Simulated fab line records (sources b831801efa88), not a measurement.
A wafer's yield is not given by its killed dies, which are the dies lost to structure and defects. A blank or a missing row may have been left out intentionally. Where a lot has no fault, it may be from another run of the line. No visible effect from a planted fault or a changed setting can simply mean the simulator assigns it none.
What tool caused it? | flow sfq-line | 45 wafers from 15 lots sampled at 4 of the route's 325 steps

WHAT THE GAUGES READ, wafer by wafer
The record lacks any reading of a measuring or inspecting step that a usual standard deviation could be used to judge.

EACH LOT AND THE TOOL THAT RAN IT (in order: tool; ch and the chambers of the sampled wafers; start)
lot  | SFQ_TRILAYER_I5_BARC_OPEN_VIA_ETCH_200 | SFQ_TRILAYER_I6_CMP_CMP_166   | SFQ_TRILAYER_I6_VIA_LITHO_PEB_172 | SFQ_TRILAYER_M7_BARC_OPEN_METAL_ETCH_229
L371 | rie-diel-04 ch 1,2,3, day 70 15:14     | cmp-02 ch 0,1,3, day 75 16:56 | litho-track-01 ch 0, day 75 23:12 | rie-metal-01 ch 0,1, day 80 14:53
L374 | rie-diel-03 ch 0,3, day 71 21:01       | cmp-02 ch 1,3, day 77 07:35   | litho-track-03 ch 0, day 77 14:24 | rie-metal-02 ch 0,1, day 82 00:37
L376 | rie-diel-03 ch 1,2,3, day 73 18:03     | cmp-01 ch 0,1,2, day 78 20:35 | litho-track-01 ch 0, day 79 03:21 | rie-metal-03 ch 1, day 82 06:35
L377 | rie-diel-04 ch 1,2,3, day 74 06:10     | cmp-02 ch 0,1, day 80 11:37   | litho-track-03, day 85 06:17      | rie-metal-03 ch 0,1, day 85 10:19
L378 | rie-diel-01 ch 0,2, day 74 14:34       | cmp-01 ch 0,3, day 80 13:31   | litho-track-01, day 85 08:41      | rie-metal-03 ch 0,1, day 88 19:57
L379 | rie-diel-03 ch 0,1,3, day 74 16:58     | cmp-01 ch 1,2,3, day 80 20:43 | litho-track-03, day 85 19:46      | rie-metal-01 ch 0,1, day 89 06:17
L383 | rie-diel-04 ch 0,1,2, day 75 06:10     | cmp-01 ch 1,2, day 84 17:36   | litho-track-03 ch 0, day 88 07:37 | rie-metal-02 ch 0,1, day 91 17:24
L384 | rie-diel-03 ch 0,3, day 75 14:42       | cmp-01 ch 0,3, day 85 00:38   | litho-track-02 ch 0, day 88 16:01 | rie-metal-03 ch 1, day 91 23:24
L385 | rie-diel-01 ch 0,1, day 76 00:33       | cmp-01 ch 0,2,3, day 85 15:59 | litho-track-01 ch 0, day 89 04:44 | rie-metal-01 ch 0,1, day 92 09:00
L389 | rie-diel-03 ch 1,2, day 77 05:06       | cmp-01 ch 0,3, day 86 11:23   | litho-track-02 ch 0, day 89 21:38 | rie-metal-02 ch 0,1, day 93 03:01
L390 | rie-diel-04 ch 0,1,3, day 77 06:18     | cmp-02 ch 2,3, day 86 13:42   | litho-track-03 ch 0, day 90 00:19 | rie-metal-02 ch 0,1, day 93 05:25
L391 | rie-diel-01 ch 0,2, day 77 07:30       | cmp-01 ch 0,1,2, day 86 15:23 | litho-track-02 ch 0, day 90 01:31 | rie-metal-03 ch 0,1, day 93 07:49
L392 | rie-diel-03 ch 0,2,3, day 78 06:58     | cmp-02 ch 0,1,3, day 87 10:23 | litho-track-01 ch 0, day 90 09:53 | rie-metal-02 ch 0,1, day 94 00:27
L393 | rie-diel-01 ch 0,1,3, day 78 08:10     | cmp-01 ch 1,2, day 87 12:05   | litho-track-02 ch 0, day 90 13:28 | rie-metal-03 ch 0,1, day 94 05:15
L394 | rie-diel-03 ch 0,1,2, day 78 13:10     | cmp-02 ch 2,3, day 87 13:23   | litho-track-01 ch 0, day 90 18:16 | rie-metal-02 ch 0,1, day 94 12:27
- SFQ_TRILAYER_I5_BARC_OPEN_VIA_ETCH_200: etches BARC in O2, target depth 125 nm, time 41.7 s.
- SFQ_TRILAYER_I6_CMP_CMP_166: polishes SiO2.
- SFQ_TRILAYER_I6_VIA_LITHO_PEB_172: peb time 60 s.
- SFQ_TRILAYER_M7_BARC_OPEN_METAL_ETCH_229: etches BARC in O2, target depth 125 nm, time 41.7 s.

WHAT THE TOOLS THEMSELVES READ (means of the sampled wafers that have a number; where no wafer has one, the mark that the record gives instead)
SFQ_TRILAYER_I5_BARC_OPEN_VIA_ETCH_200.
lot  | tool        | drypump-motor-current-A (A) | oes-product-au (a.u.)
L371 | rie-diel-04 | 5.8                         | 0.685
L374 | rie-diel-03 | 5.2                         | 0.687
L376 | rie-diel-03 | 5.7                         | 0.686
L377 | rie-diel-04 | 5.8                         | 0.685
L378 | rie-diel-01 | 5.7                         | 0.681
L379 | rie-diel-03 | 5.7                         | 0.684
L383 | rie-diel-04 | 5.9                         | 0.684
L384 | rie-diel-03 | 5.3                         | 0.682
L385 | rie-diel-01 | 6.1                         | 0.683
L389 | rie-diel-03 | 5.8                         | 0.686
L390 | rie-diel-04 | 6.0                         | 0.682
L391 | rie-diel-01 | 5.7                         | 0.682
L392 | rie-diel-03 | 5.4                         | 0.686
L393 | rie-diel-01 | 5.7                         | 0.686
L394 | rie-diel-03 | 5.8                         | 0.687

SFQ_TRILAYER_I6_CMP_CMP_166.
lot  | tool   | motor-current-A (A) | time-to-endpoint-s (s)
L371 | cmp-02 | 10.9                | 218
L374 | cmp-02 | 11.2                | 223
L376 | cmp-01 | 10.0                | 210
L377 | cmp-02 | 10.7                | 220
L378 | cmp-01 | 10.4                | 209
L379 | cmp-01 | 10.3                | 203
L383 | cmp-01 | 9.8                 | 215
L384 | cmp-01 | 10.3                | 211
L385 | cmp-01 | 9.8                 | 209
L389 | cmp-01 | 10.3                | 212
L390 | cmp-02 | 10.8                | 218
L391 | cmp-01 | 10.0                | 218
L392 | cmp-02 | 10.9                | 205
L393 | cmp-01 | 10.5                | 207
L394 | cmp-02 | 10.2                | 205

SFQ_TRILAYER_I6_VIA_LITHO_PEB_172.
lot  | tool           | chill-plate-temp-C (C) | exhaust-pa (Pa)
L371 | litho-track-01 | 22.99                  | 45.8
L374 | litho-track-03 | 22.95                  | 44.5
L376 | litho-track-01 | 23.12                  | 44.6
L377 | litho-track-03 | -                      | -
L378 | litho-track-01 | -                      | -
L379 | litho-track-03 | -                      | -
L383 | litho-track-03 | 23.05                  | 45.3
L384 | litho-track-02 | 23.09                  | 44.8
L385 | litho-track-01 | 22.93                  | 43.6
L389 | litho-track-02 | 22.94                  | 44.5
L390 | litho-track-03 | 23.08                  | 45.5
L391 | litho-track-02 | 23.08                  | 44.5
L392 | litho-track-01 | 22.72                  | 44.1
L393 | litho-track-02 | 22.89                  | 45.5
L394 | litho-track-01 | 23.00                  | 45.4

SFQ_TRILAYER_M7_BARC_OPEN_METAL_ETCH_229.
lot  | tool         | drypump-motor-current-A (A) | oes-product-au (a.u.)
L371 | rie-metal-01 | 5.5                         | 0.687
L374 | rie-metal-02 | 6.1                         | 0.682
L376 | rie-metal-03 | 5.3                         | 0.683
L377 | rie-metal-03 | 5.8                         | 0.687
L378 | rie-metal-03 | 5.7                         | 0.687
L379 | rie-metal-01 | 5.7                         | 0.681
L383 | rie-metal-02 | 5.8                         | 0.684
L384 | rie-metal-03 | 5.3                         | 0.684
L385 | rie-metal-01 | 5.6                         | 0.683
L389 | rie-metal-02 | 6.1                         | 0.687
L390 | rie-metal-02 | 5.9                         | 0.686
L391 | rie-metal-03 | 5.8                         | 0.681
L392 | rie-metal-02 | 6.1                         | 0.686
L393 | rie-metal-03 | 5.8                         | 0.683
L394 | rie-metal-02 | 6.1                         | 0.681

THE ANSWER, worked out from the rows above alone
Rule: usual is defined by the lots themselves. The widest of any qualifying gaps counts: lots, ordered by their means at a reading, are off when they make up no more than a third of the lots, leave a main group of 4 or more, and stand apart from it by 3 or more times the standard deviation of that group's means. A main group whose means are all the same, to the digits that the tables above print for the reading, isn't used. A lot without any number at a reading at which 4 lots or more have one is off too. All remaining lots with rows at the step are treated as sound. Order of review: gauges by route order, followed by the tools' own readings, for which a lot's mean as printed above is used. The first step at which some lot is off is used, and at that step the reading that is off furthest; a lot without a number counts as furthest.
Off at SFQ_TRILAYER_I6_VIA_LITHO_PEB_172 (chill-plate-temp-C): L377, L378, L379. Without a number there: L377, L378, L379. Main group: mean 22.99 C, sd 0.11.
If a tool, at that step or one of the process steps before it, ran each lot that is off and ran no sound lot following the first of them, it fits. Not one of the candidates tried fits.

WHAT WAS PUT IN BY THE SIMULATOR
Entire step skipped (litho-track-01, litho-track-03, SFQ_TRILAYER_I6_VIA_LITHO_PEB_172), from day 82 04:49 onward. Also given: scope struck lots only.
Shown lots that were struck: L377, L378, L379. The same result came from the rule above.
